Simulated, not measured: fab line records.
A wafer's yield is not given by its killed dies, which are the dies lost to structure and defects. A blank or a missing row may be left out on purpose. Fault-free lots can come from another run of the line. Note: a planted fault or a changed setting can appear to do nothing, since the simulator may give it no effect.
A struck lot beside a sound one || flow gf180mcu || 16 out of 602 route steps
Sound: wafers L338.3, L338.4, L338.6. Struck: wafer L349.2 (L349.1, L349.6, from the same lot, were not struck and are left out); the cause is given at the end.
Order at every step that has rows: each side's tool, ch and its chambers, its first start. Under that, the readings that differ: sound wafers || struck wafers || difference of the means || sigmas: that difference in standard deviations of wafers without a fault.
alike: readings whose means differ by less than 2 such deviations, and words and numbers that are the same on both sides. not compared: withheld readings, readings that some wafer has no value for, bounds like >300 that may hide the same value, and numbers for which the record gives no deviation and whose values overlap.
Wherever a step has rows on one side only, a row that says differs or no value, or a row with sigmas, the two part there. Numbers that don't overlap but have no deviation are shown without sigmas and don't part them. A reading that every wafer of one side lacks parts them only if that side has two wafers or more.

first, 6 steps without rows for these wafers: GF_M3_HMDS_08 (prime time 60 s); GF_M3_COAT_09 (resist thk 1000 nm); GF_M3_SOFTBAKE_10 (time 60 s); GF_M3_EXPOSE_11 (exposes mask Metal3, target cd 280 nm); GF_M3_PEB_12 (peb time 90 s); GF_M3_DEVELOP_13 (develop time 60 s).
GF_M3_CD_MEAS_14 targets a cd of 280 nm.
  sound on cd-sem-01 at day 22 20:50; struck on cd-sem-01 at day 26 09:08
{"reading": "cd-nm (nm)", "sound": "282.1 282.1 281.7", "struck": 279.2, "difference": -2.8, "sigmas": -2}
GF_M3_OVL_MEAS_15:
  sound on overlay-02 at day 22 20:55; struck on overlay-01 at day 26 09:16
  alike: M3_OVL
GF_M3_METAL_ETCH_16: etches the open film in Cl2/BCl3, stops on SiO2, target depth 750.8 nm, time 125.1 s.
  sound on rie-metal-04 ch 0, day 22 21:02; struck on rie-metal-04 ch 0, day 26 09:18
{"reading": "rf-hours-counter-h (h)", "sound": "- - -", "struck": 14, "difference": "no value on the sound wafers", "sigmas": ""}
  alike: drypump-motor-current-A, oes-product-au, throttle-valve-pct
GF_M3_STRIP_17: strips in O2/N2.
  sound on plasma-asher-02 ch 0,1, day 22 21:14; struck on plasma-asher-04 ch 0, day 26 09:25
{"reading": "drypump-motor-current-A (A)", "sound": "6.7 6.3 6.7", "struck": 5.5, "difference": -1.1, "sigmas": -3}
{"reading": "rf-hours-counter-h (h)", "sound": "- - -", "struck": 94, "difference": "no value on the sound wafers", "sigmas": ""}
  alike: heater-power-w, o2-flow-sccm, oes-product-au, strip-time-to-endpoint-s
then, 2 steps without rows for these wafers: GF_M3_STRIP_18 (strips in post etch residue remover, time 1200 s); GF_M3_CLEAN_19 (cleans in DIW).
GF_V3_CVD_00: deposits SiO2, target thk 600 nm, time 100 s.
  sound on hdpcvd-02 ch 1,2, day 22 21:44; struck on hdpcvd-02 ch 0, day 26 09:58
{"reading": "sih4-flow-sccm (sccm)", "sound": "60.10 60.23 60.11", "struck": 90.02, "difference": "+29.87", "sigmas": "+99 or more"}
{"reading": "model.SiO2_of_V3_CVD_00.thk-nm (nm)", "sound": "595.3 592.4 593.6", "struck": 901, "difference": "+307", "sigmas": ""}
GF_V3_THK_MEAS_01:
  sound on film-metro-01 at day 22 21:50; struck on film-metro-01 at day 26 10:16
{"reading": "V3_CVD_00_THK (nm)", "sound": "595 592 594", "struck": 901, "difference": "+307", "sigmas": "+47"}
  not compared: hold
GF_V3_CVD_02: deposits SiO2 from TEOS, target thk 850 nm, time 94.851 s.
  sound on pecvd-01 ch 0,1,2, day 22 21:52; struck on pecvd-01 ch 0, day 26 12:08
{"reading": "hold", "sound": "- - -", "struck": "await-dispo/1.8h/release", "difference": "no value on the sound wafers", "sigmas": ""}
  alike: heater-power-w
GF_PASSIVATION_PROBE_99:
  sound wafers here have rows in the record (prober-02, day 30 06:55); struck ones have none

== WHERE THEY PART ==
First at GF_M3_CD_MEAS_14; last, within this record, at GF_PASSIVATION_PROBE_99.

WHY: whatever the simulator had introduced
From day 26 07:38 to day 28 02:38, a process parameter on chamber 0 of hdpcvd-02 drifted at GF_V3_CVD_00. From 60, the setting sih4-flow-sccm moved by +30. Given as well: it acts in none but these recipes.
